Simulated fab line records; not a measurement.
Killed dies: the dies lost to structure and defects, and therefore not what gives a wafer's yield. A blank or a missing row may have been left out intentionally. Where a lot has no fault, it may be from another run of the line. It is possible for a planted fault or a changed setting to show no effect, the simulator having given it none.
2 desks looking at one fault    flow gf180mcu    what lay behind the numbers comes last; until then each desk has only its own

## FOR THE TOOL OWNER'S DESK: implanter-02
The tool's own readings at GF_VT_IMPLANT_IMPLANT_41: means of the sampled wafers that have a number, for each lot that ran on this tool. The brackets show how far a lot's mean lies from the usual mean; more than 4 standard deviations puts the lot out of limits, marked OUT.
Columns: A = end station pressure torr at GF_VT_IMPLANT_IMPLANT_41, usual 5.04e-06 Torr
lot   first seen here  A
L329  day 7 13:44      5.03e-06
L331  day 8 10:53      4.73e-06
L338  day 10 07:14     4.93e-06
L341  day 11 03:25     5.47e-06
L346  day 12 10:31     5.20e-06
L347  day 12 18:14     4.79e-06
This desk's finding: nothing out of limits on any of the 6 lots.

## THE METROLOGY DESK
What the gauges read, lot by lot, whatever tool the lot ran on: means of the sampled wafers that have a number. The brackets show how far a lot's mean lies from the usual mean; more than 4 standard deviations puts the lot out of limits, marked OUT.
Columns: A = VT_IMPLANT_4_TW at GF_VT_IMPLANT_TW_MEAS_43, usual 691; B = HV_LDD_03_OVL at GF_HV_LDD_OVL_MEAS_47, usual -0.2 nm; C = cd nm at GF_SAB_CD_MEAS_09, usual 418.8 nm; D = SALICIDE_TIN_THK at GF_SALICIDE_THK_MEAS_05, usual 20.07 nm
lot   first seen here  A              B     C      D
L329  day 7 13:57      690            0.9   425.1  19.92
L330  day 7 23:08      701            0.5   418.6  20.63
L331  day 8 11:08      694            -2.2  418.3  20.09
L333  day 8 18:55      693            -0.7  418.9  20.36
L334  day 8 23:25      694            -1.1  418.8  20.16
L335  day 9 12:30      689            -0.7  416.8  20.24
L336  day 9 17:44      686            -0.5  418.9  19.88
L338  day 10 07:29     688            -0.6  418.1  20.00
L339  day 10 13:41     689            -0.5  417.7  19.73
L341  day 11 03:40     684            0.1   416.1  19.61
L342  day 11 09:32     700            0.4   419.9  19.59
L346  day 12 10:46     622 (-13) OUT  0.1   420.2  20.14
L347  day 12 18:29     632 (-11) OUT  0.3   417.2  19.67
L351  day 14 03:58     686            1.7   416.5  20.15
This desk's finding: out of limits on L346, L347; first on L346, day 12 10:46 (VT_IMPLANT_4_TW at GF_VT_IMPLANT_TW_MEAS_43). In limits: L329, L330, L331, L333, L334, L335, L336, L338, L339, L341, L342, L351.

## TAKEN TOGETHER
An alarm was possible from the metrology desk at day 12 10:46, on L346, L347.
The tool owner's desk saw nothing out of limits.
The tool owner's desk has L346, L347 on record, within its limits.
On implanter-02, each named lot ran GF_VT_IMPLANT_IMPLANT_41.

## WHAT WAS PUT IN BY THE SIMULATOR
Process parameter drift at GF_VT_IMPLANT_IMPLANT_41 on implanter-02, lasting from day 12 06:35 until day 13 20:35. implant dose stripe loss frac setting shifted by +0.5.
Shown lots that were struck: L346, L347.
Hours from the fault's start to each desk's first reading out of limits: the metrology desk, 4.
